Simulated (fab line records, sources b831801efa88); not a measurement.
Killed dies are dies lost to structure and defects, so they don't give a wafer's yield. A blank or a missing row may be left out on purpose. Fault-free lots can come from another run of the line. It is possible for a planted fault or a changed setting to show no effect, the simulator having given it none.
Struck lot and sound lot, side by side + flow sky130 + 42 out of 708 route steps
Sound: these wafers, L416.2, L416.3, L416.5. Struck: wafer L424.1 (left out: L424.2, L424.3 of the same lot, which were not struck); the cause appears at the end.
Per side, at each step with rows, come the tool, then ch with its chambers, and then its first start. Under that, the readings that differ: sound wafers + struck wafers + difference of the means + sigmas: that difference in standard deviations of wafers without a fault.
alike: same words and numbers on both sides, and readings whose means sit less than 2 such deviations apart. not compared: any withheld reading, any reading some wafer has no value for, any bound like >300 that may hide the same value, and any number with overlapping values for which the record gives no deviation.
Wherever a step has rows on one side only, a row that says differs or no value, or a row with sigmas, the two part there. When numbers do not overlap yet have no deviation, they are printed without sigmas and do not part them. A reading that every wafer of one side lacks parts them only if that side has two wafers or more.

first, 2 steps without rows for these wafers: SKY_NWELL_PEB_08; SKY_NWELL_DEVELOP_09 (develop time 60 s).
SKY_NWELL_OVL_MEAS_10:
  struck on overlay-01, day 7 18:56; sound on overlay-02, day 5 19:44
  alike: NWELL_00_OVL
then, 3 steps without rows for these wafers: SKY_NWELL_IMPLANT_11; SKY_NWELL_IMPLANT_12; SKY_NWELL_IMPLANT_13.
SKY_NWELL_STRIP_14: strips in O2/N2.
  sound on plasmaAsher-04 ch 0, day 5 20:13; struck on plasmaAsher-04 ch 1, day 7 19:25
| reading                  | sound       | struck | difference | sigmas |
|--------------------------|-------------|--------|------------|--------|
| drypumpMotorCurrentA (A) | 5.0 5.0 5.0 | 6.4    | +1.4       | +3     |
  alike: oesProductAu, stripTimeToEndpointS
  not compared: rfHoursCounterH
SKY_NWELL_TW_MEAS_15:
  struck on filmMetro-01, day 7 19:31; sound on filmMetro-04, day 5 20:20
  alike: NWELL_TW
then, 4 steps without rows for these wafers: SKY_NWELL_DEHYDRATE_16 (time 60 s); SKY_NWELL_HMDS_17 (prime time 60 s); SKY_NWELL_COAT_18 (resist thk 3000 nm); SKY_NWELL_SOFTBAKE_19.
SKY_NWELL_EXPOSE_20: exposes mask NWM COMPLEMENT, target cd 840 nm.
  sound on ilineStepper-02 ch 0, day 6 05:29; struck on ilineStepper-02 ch 0, day 8 05:44
  alike: mask
then, 2 steps without rows for these wafers: SKY_NWELL_PEB_21; SKY_NWELL_DEVELOP_22 (develop time 60 s).
SKY_NWELL_OVL_MEAS_23:
  struck on overlay-01, day 8 16:26; sound on overlay-02, day 6 15:13
  alike: NWELL_01_OVL
next, for these wafers, 1 step has no rows: SKY_NWELL_IMPLANT_24.
SKY_NWELL_STRIP_25: strips in O2/N2.
  sound on plasmaAsher-02 ch 0,1, day 6 15:24; struck on plasmaAsher-04 ch 0, day 8 16:37
| reading                  | sound             | struck | difference | sigmas |
|--------------------------|-------------------|--------|------------|--------|
| stripTimeToEndpointS (s) | 37.13 37.09 37.00 | 36.87  | -0.20      | -2     |
  alike: drypumpMotorCurrentA, oesProductAu
  not compared: rfHoursCounterH
SKY_NWELL_TW_MEAS_26:
  struck on filmMetro-04, day 8 16:43; sound on filmMetro-02, day 6 15:31
  alike: NWELL_2_TW
then, 1 step without rows for these wafers: SKY_NWELL_CLEAN_27 (cleans in SC1/SC2, time 150 s).
SKY_NWELL_RTA_28: time 30 s.
  sound on rtpAnneal-01 ch 0, day 6 15:38; struck on rtpAnneal-02 ch 0, day 8 16:50
  alike: lampPowerPct, wafer_temp_C_max
SKY_NWELL_RS_MEAS_29: a four-point-probe measurement.
  struck on filmMetro-01, day 8 16:56; sound on filmMetro-02, day 6 15:44
  alike: NWELL_RS
SKY_NWELL_RS_MEAS_31: a four-point-probe measurement.
  struck on filmMetro-01, day 8 17:10; sound on filmMetro-02, day 6 15:58
  alike: PWDE_RS
then, 7 steps without rows for these wafers: SKY_VT_ADJUST_HVTP_DEHYDRATE_00 (time 60 s); SKY_VT_ADJUST_HVTP_HMDS_01 (prime time 60 s); SKY_VT_ADJUST_HVTP_COAT_02 (resist thk 1140 nm); SKY_VT_ADJUST_HVTP_SOFTBAKE_03 (time 60 s); SKY_VT_ADJUST_HVTP_EXPOSE_04 (exposes mask HVTPM, target cd 380 nm); SKY_VT_ADJUST_HVTP_PEB_05; SKY_VT_ADJUST_HVTP_DEVELOP_06 (develop time 60 s).
SKY_VT_ADJUST_HVTP_CD_MEAS_07: the cd target is 380 nm.
  struck on cdSem-01, day 9 15:11; sound on cdSem-02, day 7 11:08
  alike: cdNm
SKY_VT_ADJUST_HVTP_OVL_MEAS_08:
  struck on overlay-01, day 9 15:18; sound on overlay-01, day 7 11:14
  alike: VT_ADJUST_HVTP_OVL
next, for these wafers, 1 step has no rows: SKY_VT_ADJUST_HVTP_IMPLANT_09.
SKY_VT_ADJUST_HVTP_STRIP_10: strips in O2/N2.
  sound on plasmaAsher-01 ch 1, day 7 11:25; struck on plasmaAsher-02 ch 1, day 9 15:29
  alike: drypumpMotorCurrentA, oesProductAu, stripTimeToEndpointS
  not compared: rfHoursCounterH
SKY_VT_ADJUST_HVTP_TW_MEAS_11:
  struck on filmMetro-02, day 9 15:35; sound on filmMetro-03, day 7 11:32
| reading           | sound          | struck | difference | sigmas |
|-------------------|----------------|--------|------------|--------|
| VT_ADJUST_HVTP_TW | 1345 1347 1344 | 1367   | +22        | +2     |
then, 6 steps without rows for these wafers: SKY_VT_ADJUST_LVTN_DEHYDRATE_00 (time 60 s); SKY_VT_ADJUST_LVTN_HMDS_01 (prime time 60 s); SKY_VT_ADJUST_LVTN_COAT_02 (resist thk 3000 nm); SKY_VT_ADJUST_LVTN_SOFTBAKE_03; SKY_VT_ADJUST_LVTN_EXPOSE_04 (exposes mask NWM COMPLEMENT LESS NATIVE, target cd 840 nm); SKY_VT_ADJUST_LVTN_PEB_05.
-- record jumps: 40 days separate the struck wafers' starts on either side; left off in module VT_ADJUST_LVTN, taken up again in module PAD_OPEN, whose first shown step is the route's number 708 --
SKY_PAD_OPEN_PROBE_99:
  struck on prober-01, day 49 10:55; sound on prober-01, day 47 14:23
| reading                              | sound          | struck | difference | sigmas |
|--------------------------------------|----------------|--------|------------|--------|
| killed_at_M4_up                      | 2 2 2          | 7      | +5         | +3     |
| model.etest.resIsoPwell.widthNm (nm) | 2654 2660 2661 | 2678   | +20        |        |
  alike: killed_at_M0_to_M3, killedAtContacts, killedAtFrontEnd, killedAtOther, killedDies, killedOpen, killedShort

== WHERE THEY PART ==
Earliest at SKY_NWELL_STRIP_14; latest, in this record, at SKY_PAD_OPEN_PROBE_99.

WHY: the cause the simulator had injected
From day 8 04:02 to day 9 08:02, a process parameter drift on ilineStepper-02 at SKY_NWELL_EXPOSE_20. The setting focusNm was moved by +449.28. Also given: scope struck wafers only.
